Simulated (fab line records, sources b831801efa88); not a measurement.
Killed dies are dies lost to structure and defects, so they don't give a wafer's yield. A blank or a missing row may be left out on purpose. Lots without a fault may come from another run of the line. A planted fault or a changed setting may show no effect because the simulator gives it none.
Split-lot experiment | flow gf180mcu | 5 lots, 23 wafers read, on a route of 602 steps

THE SPLIT
At GF_V4_CMP_04 (polishes SiO2), the setting leave_above_ref_nm was moved away from the recipe's 632.5 nm on 5 of the 23 wafers read, by +4.6% to +5.1%. The other wafers ran this setting at the recipe's value.

FROM THE SPLIT TO THE READING: what the file shows between them, 1 step
- GF_V4_ETCH_16: etches BARC in N2/H2 (also split here: source_w)

THE READING
oes_product_au, in a.u., at GF_V4_ETCH_17 (etches SiO2 in C4F8/O2/Ar, stops on TiN, target depth 630 nm). Fault-free wafers of this fab line usually give 0.856 a.u., standard deviation 0.0042 a.u..

wafer  | tool, chamber at the split | leave_above_ref_nm as run, nm | against the recipe | oes_product_au, a.u. | against lot-mates on the recipe
L075.1 | cmp-01, 0                  | 632.5                         | recipe             | 0.854                | -
L075.2 | cmp-01, 1                  | 632.5                         | recipe             | 0.859                | -
L075.4 | cmp-01, 3                  | 661.6                         | +4.6%              | 0.892                | +0.035
L075.5 | cmp-01, 1                  | 661.6                         | +4.6%              | 0.878                | +0.021
L075.6 | cmp-01, 2                  | 661.6                         | +4.6%              | 0.874                | +0.017
L082.1 | cmp-01, 3                  | 632.5                         | recipe             | 0.860                | -
L082.2 | cmp-01, 1                  | 632.5                         | recipe             | 0.852                | -
L082.3 | cmp-01, 2                  | 632.5                         | recipe             | 0.859                | -
L082.4 | cmp-01, 0                  | 632.5                         | recipe             | 0.852                | -
L082.5 | cmp-01, 0                  | 632.5                         | recipe             | 0.853                | -
L083.2 | cmp-01, 2                  | 632.5                         | recipe             | 0.850                | -
L083.3 | cmp-01, 3,0                | 632.5                         | recipe             | 0.848                | -
L083.4 | cmp-01, 3,0                | 632.5                         | recipe             | 0.857                | -
L084.1 | cmp-02, 1                  | 664.7                         | +5.1%              | 0.878                | +0.020
L084.2 | cmp-02, 3                  | 664.7                         | +5.1%              | 0.878                | +0.020
L084.3 | cmp-02, 2                  | 632.5                         | recipe             | 0.858                | -
L084.4 | cmp-02, 0                  | 632.5                         | recipe             | 0.860                | -
L084.5 | cmp-02, 1                  | 632.5                         | recipe             | 0.857                | -
L085.1 | cmp-02, 2                  | 632.5                         | recipe             | 0.850                | -
L085.2 | cmp-02, 3                  | 632.5                         | recipe             | 0.853                | -
L085.3 | cmp-02, 1                  | 632.5                         | recipe             | 0.853                | -
L085.4 | cmp-02, 0                  | 632.5                         | recipe             | 0.856                | -
L085.6 | cmp-02, 2                  | 632.5                         | recipe             | 0.850                | -
Where a row lists several chambers, the file gives one row for several wafers and doesn't say which wafer went through which chamber.

THE FIT
A straight line over all 23 wafers: oes_product_au changes by +0.00528 a.u. for each +1% of leave_above_ref_nm; r = +0.92; the points scatter about the line by 0.0047 a.u..
The same after taking each lot's own level away (the mean of its wafers on the recipe; 23 wafers): +0.0047 a.u. for each +1%; r = +0.91; scatter 0.0043 a.u..
On that fit, the largest move of leave_above_ref_nm shifts the reading by 0.024 a.u..
The lots' own levels span 0.8517 to 0.8583 a.u., that is 1.6 times the standard deviation above.
So the lot-to-lot level changes the slope: the two fits differ.
Check: with one of the wafers moved furthest among these (+5.1%) left out of the fit, the line predicts +0.0252 a.u. for it against its lot-mates. It came out at +0.0197 a.u. against them.

OTHER SPLITS ON THESE WAFERS
These wafers also went through other splits before the reading. Each is held against what the fit with the lots' levels taken away leaves over:
other split on the same wafers | wafers away from the commonest value | r with oes_product_au (lot level and that fit taken away)
GF_V2_ETCH_16 source_w         | 5                                    | -0.31
GF_V2_CVD_23 pressure_torr     | 15                                   | +0.24
GF_M3_SPUTTER_04 time_s        | 4                                    | -0.12
GF_M3_STRIP_17 platen_temp_c   | 9                                    | -0.29
GF_V3_EXPOSE_11 dose_mj        | 6                                    | +0.04
GF_M4_SPUTTER_04 time_s        | 7                                    | -0.09
GF_M4_METAL_ETCH_16 time_s     | 7                                    | -0.13
GF_V4_ETCH_16 source_w         | 7                                    | +0.08

THE WHOLE CHAIN: every reading that the file lists as answering this split, in the file's order
step          | what it does                                                 | reading                                                                   | change (the file's fit)                   | r (the file's)
GF_V4_CMP_04  | polishes SiO2                                                | SiO2_of_V4_CVD_02.thk_nm (the simulator's own value, which no gauge read) | +6.37 nm for each +1% of the setting      | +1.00
GF_V4_ETCH_17 | etches SiO2 in C4F8/O2/Ar, stops on TiN, target depth 630 nm | oes_product_au                                                            | +0.00464 a.u. for each +1% of the setting | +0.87
GF_V4_ETCH_17 | etches SiO2 in C4F8/O2/Ar, stops on TiN, target depth 630 nm | V4.feature_depth_nm (the simulator's own value, which no gauge read)      | +6.37 nm for each +1% of the setting      | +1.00

THE FILE'S OWN FIT
oes_product_au changes by +0.00464 a.u. for each +1% of leave_above_ref_nm, r = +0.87.
